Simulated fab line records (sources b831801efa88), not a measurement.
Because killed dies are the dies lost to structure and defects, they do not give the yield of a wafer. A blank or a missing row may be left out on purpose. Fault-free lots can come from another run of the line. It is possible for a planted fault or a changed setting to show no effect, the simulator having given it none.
A struck lot beside a sound one -- flow sky130 -- 19 steps out of a route of 708
Sound: wafers L724.1, L724.3, L724.5. Struck: wafer L732.6 (L732.3, L732.5, from the same lot, were not struck and are left out); the cause is given at the end.
Order at every step that has rows: each side's tool, ch and its chambers, its first start. Under that, the readings that differ: sound wafers -- struck wafers -- difference of the means -- sigmas: that difference in standard deviations of wafers without a fault.
alike: readings with means less than 2 such deviations apart, plus words and numbers identical on both sides. not compared: withheld readings, readings lacking a value on some wafer, bounds such as >300 that could conceal the same value, and numbers that have no deviation in the record and whose values overlap.
A row with sigmas, a row that says differs or no value, or rows on one side alone: a step with any of these is where the two part. Non-overlapping numbers with no deviation appear without sigmas and do not part them. A reading that every wafer of one side lacks parts them only if that side has two wafers or more.

first, 4 steps without rows for these wafers: SKY_METAL1_STRIP_21 (strips in post etch residue remover, time 1200 s); SKY_METAL1_CLEAN_22 (cleans in IPA, time 180 s); SKY_METAL1_CLEAN_23 (cleans in O3/DIW); SKY_VIA1_HDPCVD_00 (deposits SiO2, target thk 1030 nm, time 171.7 s).
SKY_VIA1_THK_MEAS_01:
  sound on film-metro-04 at day 32 23:44; struck on film-metro-02 at day 36 01:37
reading,sound,struck,difference,sigmas
VIA1_HDPCVD_THK (nm),1007 1011 1011,1047,+37,+3
SKY_VIA1_CMP_02: polishes SiO2.
  sound on cmp-01 ch 0,1,3, day 32 23:48; struck on cmp-01 ch 3, day 36 01:45
  alike: motor-current-A
SKY_VIA1_BOW_MEAS_03:
  sound on film-metro-02 at day 33 00:06; struck on film-metro-02 at day 36 01:59
  alike: VIA1_BOW
then, 5 steps without rows for these wafers: SKY_VIA1_DEHYDRATE_04 (time 60 s); SKY_VIA1_HMDS_05 (prime time 60 s); SKY_VIA1_COAT_06 (resist thk 60 nm); SKY_VIA1_COAT_07 (resist thk 450 nm); SKY_VIA1_SOFTBAKE_08 (time 90 s).
SKY_VIA1_EXPOSE_09: exposes mask VIM, target cd 150 nm.
  sound on krf-scanner-02 ch 0, day 33 13:58; struck on krf-scanner-01 ch 0, day 36 15:17
  alike: mask, reticle-temp-C
following that, these wafers have no rows for 1 step: SKY_VIA1_PEB_10.
SKY_VIA1_DEVELOP_11: develop time 61.65 s.
  sound on litho-track-02 ch 0; struck on litho-track-02 ch 0
reading,sound,struck,difference,sigmas
model.VIA1.cd-nm (nm),149 147.7 148.8,107.2,-41.3,
SKY_VIA1_CD_MEAS_12 targets a cd of 150 nm.
  sound on cd-sem-02 at day 34 03:02; struck on cd-sem-01 at day 37 05:04
reading,sound,struck,difference,sigmas
cd-nm (nm),148.9 148.2 148.4,107.3,-41.2,-24
SKY_VIA1_OVL_MEAS_13:
  sound on overlay-02 at day 34 03:09; struck on overlay-01 at day 37 05:10
  alike: VIA1_OVL
SKY_VIA1_ETCH_14: etches BARC in N2/H2, stops on SiO2, time 45.9 s, target depth 60 nm.
  sound on rie-diel-01 ch 1,2, day 34 03:11; struck on rie-diel-01 ch 2, day 37 05:11
reading,sound,struck,difference,sigmas
model.VIA1.cd-nm (nm),149.1 148.4 149.5,107.1,-41.9,
  alike: drypump-motor-current-A, h2-flow-sccm, oes-product-au, rf-fwd-power-W, throttle-valve-pct
  not compared: rf-hours-counter-h
SKY_VIA1_ETCH_15: etches SiO2 in C4F8/O2/Ar, stops on TiN, target depth 351 nm, time 54 s.
  sound on rie-diel-01 ch 1,2, day 34 03:14; struck on rie-diel-01 ch 2, day 37 05:14
  alike: oes-product-au, rf-fwd-power-W

== WHERE THEY PART ==
First at SKY_VIA1_THK_MEAS_01; last, within this record, at SKY_VIA1_CD_MEAS_12. Later steps at which nothing parts them and some readings are alike: SKY_VIA1_OVL_MEAS_13, SKY_VIA1_ETCH_14, SKY_VIA1_ETCH_15.

WHY: whatever the simulator had introduced
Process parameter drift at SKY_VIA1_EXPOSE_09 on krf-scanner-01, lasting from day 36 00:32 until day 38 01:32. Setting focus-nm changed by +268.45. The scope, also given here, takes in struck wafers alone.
